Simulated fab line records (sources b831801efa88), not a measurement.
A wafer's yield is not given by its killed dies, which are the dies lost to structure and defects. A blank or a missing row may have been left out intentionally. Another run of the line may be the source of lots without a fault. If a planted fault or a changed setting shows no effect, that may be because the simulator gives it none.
Split-lot study    flow gf180mcu    on a route of 602 steps: 5 lots, 23 wafers read

== ON THE SPLIT ==
At GF_V2_SPUTTER_22 (material TiN, target thk 10 nm, time 40 s), the setting time_s was moved away from the recipe's 40 s on 10 of the 23 wafers read, by -14.9% to +14.5%. This setting was run at the recipe's value on the other wafers.

The reading is taken at the split's own step.

== THE READING ==
TiN_of_V2_SPUTTER_22.thk_nm (the simulator's own value, which no gauge read), in nm, at GF_V2_SPUTTER_22 (material TiN, target thk 10 nm, time 40 s). The file does not state a usual value for it. Across the 13 wafers here that went through the recipe, the average is 10.142 nm and the standard deviation 0.21 nm.

wafer   tool, chamber at the split  time_s as run, s  against the recipe  TiN_of_V2_SPUTTER_22.thk_nm, nm  against lot-mates on the recipe
L076.1  pvd_sputter-03, -           34.03             -14.9%              8.666                            -1.436
L076.2  pvd_sputter-03, -           34.03             -14.9%              8.831                            -1.271
L076.3  pvd_sputter-03, -           34.03             -14.9%              8.429                            -1.673
L076.4  pvd_sputter-03, -           40                recipe              9.903                            -
L076.6  pvd_sputter-03, -           40                recipe              10.3                             -
L079.2  pvd_sputter-03, -           40                recipe              9.954                            -
L079.4  pvd_sputter-03, -           40                recipe              9.831                            -
L079.5  pvd_sputter-03, -           40                recipe              9.906                            -
L081.1  pvd_sputter-03, -           40                recipe              10.25                            -
L081.2  pvd_sputter-03, -           36.89             -7.8%               9.427                            -0.966
L081.3  pvd_sputter-03, -           40                recipe              10.56                            -
L081.4  pvd_sputter-03, -           40                recipe              10.37                            -
L081.6  pvd_sputter-03, -           36.89             -7.8%               9.832                            -0.561
L080.1  pvd_sputter-01, -           34.24             -14.4%              8.731                            -1.333
L080.2  pvd_sputter-01, -           34.24             -14.4%              8.665                            -1.399
L080.3  pvd_sputter-01, -           34.24             -14.4%              8.584                            -1.480
L080.5  pvd_sputter-01, -           40                recipe              9.917                            -
L080.6  pvd_sputter-01, -           40                recipe              10.21                            -
L083.1  pvd_sputter-01, -           45.79             +14.5%              11.76                            +1.543
L083.2  pvd_sputter-01, -           40                recipe              10.11                            -
L083.4  pvd_sputter-01, -           45.79             +14.5%              11.47                            +1.253
L083.5  pvd_sputter-01, -           40                recipe              10.29                            -
L083.6  pvd_sputter-01, -           40                recipe              10.25                            -

FIT RESULTS
A straight line over all 23 wafers: TiN_of_V2_SPUTTER_22.thk_nm changes by +0.1 nm for each +1% of time_s; r = +0.97; the points scatter about the line by 0.21 nm.
The same after taking each lot's own level away (the mean of its wafers on the recipe; 23 wafers): +0.0973 nm for each +1%; r = +0.99; scatter 0.14 nm.
According to that fit, moving time_s by its largest amount changes the reading by 1.5 nm.
The span of the lots' own levels, 9.8970 to 10.3933 nm, comes to 2.3 times the standard deviation stated above.
The two slopes are in agreement: the lot-to-lot level therefore moves the slope only a little.
Check: -1.46 nm against its lot-mates is what the line predicts for one of the wafers moved furthest among these (-14.9%) when that wafer is left out of the fit. It came out at -1.44 nm against them.

== FILE'S OWN FIT ==
TiN_of_V2_SPUTTER_22.thk_nm changes by +0.0975 nm for each +1% of time_s, r = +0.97.
